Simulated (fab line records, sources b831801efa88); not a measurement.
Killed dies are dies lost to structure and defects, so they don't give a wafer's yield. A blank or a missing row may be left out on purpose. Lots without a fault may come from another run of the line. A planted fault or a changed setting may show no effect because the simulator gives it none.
Which tool did it? | flow sky130 | 11 lots, 33 wafers sampled, at 7 steps of a route of 708

WHAT THE GAUGES READ, wafer by wafer
SKY_LDD_P_OVL_MEAS_08.
lot  | measured     | on         | LDD_P_OVL (nm)
L993 | day 18 13:48 | overlay-01 | 1.3 1.7 0.1
L996 | day 19 10:01 | overlay-01 | 2.3 -0.9 -0.1
L102 | day 21 23:54 | overlay-02 | 0.8 -0.3 -0.5
L104 | day 22 17:08 | overlay-02 | -2.3 -2.1 0.9
L105 | day 24 02:05 | overlay-01 | 1.4 -0.4 -0.3
L108 | day 24 15:39 | overlay-02 | 0.9 0.1 -0.1
L110 | day 24 23:08 | overlay-01 | 0.8 -0.2 2.0
L113 | day 25 13:17 | overlay-02 | -1.9 -0.6 -0.2
L114 | day 26 01:35 | overlay-01 | 0.2 -0.7 -0.7
L115 | day 26 10:47 | overlay-02 | 0.1 3.1 1.7
L116 | day 26 19:50 | overlay-01 | 0.3 -0.1 1.3

SKY_POLY_CUT_OVL_MEAS_09.
lot  | measured     | on         | POLY_CUT_OVL (nm)
L993 | day 23 20:53 | overlay-01 | 4 6 9
L996 | day 24 13:32 | overlay-01 | -2 0 11
L102 | day 27 04:21 | overlay-02 | -2 -7 -4
L104 | day 27 20:10 | overlay-02 | 0 -5 -2
L105 | day 29 03:18 | overlay-01 | 3 4 8
L108 | day 29 17:44 | overlay-01 | -6 7 -10
L110 | day 30 00:45 | overlay-01 | -11 -9 -4
L113 | day 30 12:54 | overlay-01 | 3 7 -6
L114 | day 31 00:41 | overlay-01 | -6 -3 -12
L115 | day 31 09:51 | overlay-01 | -1 3 4
L116 | day 31 16:31 | overlay-02 | -8 -5 -10

SKY_SD_P_TW_MEAS_11.
lot  | measured     | on            | SD_P_TW
L993 | day 25 03:35 | film_metro-04 | 2850 2842 2857
L996 | day 25 20:15 | film_metro-02 | 2856 2869 2867
L102 | day 28 09:50 | film_metro-02 | 2559 2551 2571
L104 | day 29 00:45 | film_metro-04 | 2589 2584 2576
L105 | day 30 09:29 | film_metro-01 | 2838 2842 2846
L108 | day 30 21:56 | film_metro-01 | 2833 2831 2837
L110 | day 31 05:08 | film_metro-02 | 2831 2831 2859
L113 | day 31 16:59 | film_metro-01 | 2814 2822 2814
L114 | day 32 04:20 | film_metro-04 | 2831 2845 2820
L115 | day 32 13:55 | film_metro-01 | 2834 2841 2844
L116 | day 32 20:11 | film_metro-01 | 2832 2844 2840

SKY_SD_N_RS_MEAS_17: measures by four-point-probe.
lot  | measured     | on            | SD_P_RS (ohm/sq)
L993 | day 27 16:29 | film_metro-02 | 147.1 147.7 147.5
L996 | day 28 09:22 | film_metro-01 | 146.6 146.6 147.0
L102 | day 30 19:35 | film_metro-02 | 170.9 171.1 170.6
L104 | day 31 09:04 | film_metro-04 | 170.2 169.8 170.3
L105 | day 32 16:59 | film_metro-01 | 147.5 147.4 147.1
L108 | day 33 07:07 | film_metro-02 | 147.2 147.6 147.5
L110 | day 33 14:12 | film_metro-01 | 147.5 147.2 147.5
L113 | day 34 02:13 | film_metro-04 | 147.1 146.9 147.1
L114 | day 34 12:47 | film_metro-01 | 146.9 146.8 146.8
L115 | day 34 20:47 | film_metro-02 | 147.1 146.9 146.9
L116 | day 35 03:22 | film_metro-04 | 146.0 146.7 147.0

WHICH TOOL RAN EACH LOT (tool, then ch and the chambers of the sampled wafers, then the start)
lot  | SKY_LDD_HVP_STRIP_09                 | SKY_SD_P_IMPLANT_09             | SKY_SD_P_STRIP_10
L993 | plasma_asher-04 ch 0,1, day 21 03:39 | implanter-01 ch 0, day 25 03:20 | plasma_asher-04 ch 0,1, day 25 03:29
L996 | plasma_asher-04 ch 0,1, day 21 23:05 | implanter-03 ch 0, day 25 20:02 | plasma_asher-04 ch 0,1, day 25 20:10
L102 | plasma_asher-01 ch 0,1, day 24 12:37 | implanter-03 ch 0, day 28 09:37 | plasma_asher-04 ch 0,1, day 28 09:44
L104 | plasma_asher-01 ch 0,1, day 25 05:51 | implanter-03 ch 0, day 29 00:32 | plasma_asher-04 ch 0,1, day 29 00:40
L105 | plasma_asher-01 ch 1, day 26 13:42   | implanter-01 ch 0, day 30 09:05 | plasma_asher-02 ch 0, day 30 09:23
L108 | plasma_asher-04 ch 0,1, day 27 03:33 | implanter-04 ch 0, day 30 21:42 | plasma_asher-03 ch 0,1, day 30 21:50
L110 | plasma_asher-04 ch 0,1, day 27 12:00 | implanter-01 ch 0, day 31 04:54 | plasma_asher-04 ch 0, day 31 05:01
L113 | plasma_asher-03 ch 0,1, day 28 01:21 | implanter-01 ch 0, day 31 16:44 | plasma_asher-03 ch 0,1, day 31 16:53
L114 | plasma_asher-04 ch 0,1, day 28 13:07 | implanter-03 ch 0, day 32 04:05 | plasma_asher-02 ch 0,1, day 32 04:14
L115 | plasma_asher-01 ch 0,1, day 28 22:18 | implanter-03 ch 0, day 32 13:40 | plasma_asher-04 ch 0,1, day 32 13:49
L116 | plasma_asher-04 ch 0,1, day 29 07:16 | implanter-01 ch 0, day 32 19:56 | plasma_asher-03 ch 0,1, day 32 20:05
- SKY_LDD_HVP_STRIP_09: strips in O2/N2.
- SKY_SD_P_IMPLANT_09
- SKY_SD_P_STRIP_10: strips in O2/N2.

WHAT THE TOOLS THEMSELVES READ (means of the sampled wafers that have a number; where no wafer has one, the mark that the record gives instead)
SKY_LDD_HVP_STRIP_09.
lot  | tool            | drypump_motor_current_A (A) | oes_product_au (a.u.) | strip_time_to_endpoint_s (s)
L993 | plasma_asher-04 | 5.7                         | 0.410                 | 4.143
L996 | plasma_asher-04 | 5.5                         | 0.407                 | 4.143
L102 | plasma_asher-01 | 6.1                         | 0.409                 | 4.144
L104 | plasma_asher-01 | 6.2                         | 0.408                 | 4.128
L105 | plasma_asher-01 | 5.9                         | 0.414                 | 4.141
L108 | plasma_asher-04 | 5.5                         | 0.410                 | 4.149
L110 | plasma_asher-04 | 5.6                         | 0.408                 | 4.152
L113 | plasma_asher-03 | 6.1                         | 0.412                 | 4.132
L114 | plasma_asher-04 | 5.7                         | 0.411                 | 4.127
L115 | plasma_asher-01 | 6.1                         | 0.409                 | 4.135
L116 | plasma_asher-04 | 5.6                         | 0.406                 | 4.151

SKY_SD_P_IMPLANT_09.
lot  | tool         | beam_energy_keV | faraday_current_uA
L993 | implanter-01 | 20.003          | 15457
L996 | implanter-03 | 20.008          | 12163
L102 | implanter-03 | 14.033          | 11654
L104 | implanter-03 | 14.024          | 11921
L105 | implanter-01 | 19.998          | 15541
L108 | implanter-04 | 20.005          | 12437
L110 | implanter-01 | 20.006          | 15625
L113 | implanter-01 | 20.004          | 15080
L114 | implanter-03 | 19.998          | 11987
L115 | implanter-03 | 20.005          | 11866
L116 | implanter-01 | 20.004          | 15321

SKY_SD_P_STRIP_10.
lot  | tool            | drypump_motor_current_A (A) | oes_product_au (a.u.) | strip_time_to_endpoint_s (s)
L993 | plasma_asher-04 | 5.7                         | 0.621                 | 17.49
L996 | plasma_asher-04 | 5.4                         | 0.614                 | 17.48
L102 | plasma_asher-04 | 5.4                         | 0.636                 | 16.58
L104 | plasma_asher-04 | 5.4                         | 0.639                 | 16.59
L105 | plasma_asher-02 | 5.8                         | 0.619                 | 17.51
L108 | plasma_asher-03 | 6.2                         | 0.619                 | 17.49
L110 | plasma_asher-04 | 5.3                         | 0.617                 | 17.54
L113 | plasma_asher-03 | 6.3                         | 0.618                 | 17.48
L114 | plasma_asher-02 | 5.7                         | 0.617                 | 17.46
L115 | plasma_asher-04 | 5.7                         | 0.620                 | 17.53
L116 | plasma_asher-03 | 6.1                         | 0.620                 | 17.51

THE ANSWER, worked out from the rows above alone
Rule: what is usual is taken from the lots themselves. Put in order of their means at a reading, lots are off if they are a third of the lots or fewer, leave a main group of 4 or more, and stand apart from it by a gap of 3 or more times the standard deviation of the main group's means; of several such gaps the widest counts. A main group whose means are all the same, to the digits that the tables above print for the reading, isn't used. A lot without any number at a reading at which 4 lots or more have one is off too. The other lots that the step has rows for count as sound. The gauges are gone through in route order, then the tools' own readings, and for those a lot's mean is taken as printed above. The first step at which some lot is off is used, and at that step the reading that is off furthest; a lot without a number counts as furthest.
Off: L102, L104, at SKY_SD_P_TW_MEAS_11 (SD_P_TW). The main group: mean 2840, standard deviation 12.
A tool fits if, at a process step before that reading, it ran every lot that is off, and no sound lot after the first of them. The gauges at SKY_SD_P_TW_MEAS_11 aren't tried: what is off there is off at SKY_SD_P_IMPLANT_09 too, on other tools, and a gauge's error can't cause that. None of those tried fits.

WHAT THE SIMULATOR HAD PUT IN
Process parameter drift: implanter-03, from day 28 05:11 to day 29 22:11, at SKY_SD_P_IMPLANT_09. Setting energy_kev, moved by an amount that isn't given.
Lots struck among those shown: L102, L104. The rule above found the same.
